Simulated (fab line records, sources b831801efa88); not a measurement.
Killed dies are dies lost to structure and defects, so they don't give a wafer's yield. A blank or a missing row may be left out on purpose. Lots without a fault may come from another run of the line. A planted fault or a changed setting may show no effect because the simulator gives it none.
Which tool did it? | flow gf180mcu | 7 lots, 21 wafers sampled, at 2 steps of a route of 602

WHAT THE GAUGES READ, wafer by wafer
GF_V2_OVL_MEAS_15.
lot  | measured     | on         | V2_OVL (nm)
L181 | day 20 17:25 | overlay-01 | -5 -4 -5
L183 | day 21 21:16 | overlay-02 | 0 8 7
L193 | day 25 00:37 | overlay-01 | -4 -7 -9
L196 | day 26 14:50 | overlay-02 | -18 -17 -10
L199 | day 27 19:20 | overlay-01 | 3 -1 0
L203 | day 28 14:26 | overlay-02 | 1 12 12

WHICH TOOL RAN EACH LOT (tool, then ch and the chambers of the sampled wafers, then the start)
lot  | GF_M2_DEVELOP_13
L181 | litho_track-03 ch 0, day 19 15:16
L183 | litho_track-02 ch 0, day 20 19:01
L187 | litho_track-03, day 22 13:41
L193 | litho_track-04 ch 0, day 24 02:28
L196 | litho_track-04 ch 0, day 25 16:04
L199 | litho_track-02 ch 0, day 26 20:38
L203 | litho_track-03 ch 0, day 27 16:38
- GF_M2_DEVELOP_13: develop time 60 s.

THE ANSWER, worked out from the rows above alone
Rule: what is usual is taken from the lots themselves. Put in order of their means at a reading, lots are off if they are a third of the lots or fewer, leave a main group of 4 or more, and stand apart from it by a gap of 3 or more times the standard deviation of the main group's means; of several such gaps the widest counts. A main group whose means are all the same, to the digits that the tables above print for the reading, isn't used. A lot without any number at a reading at which 4 lots or more have one is off too. The other lots that the step has rows for count as sound.
No lot is off at any reading shown: from this, nothing can be told.

WHAT THE SIMULATOR HAD PUT IN
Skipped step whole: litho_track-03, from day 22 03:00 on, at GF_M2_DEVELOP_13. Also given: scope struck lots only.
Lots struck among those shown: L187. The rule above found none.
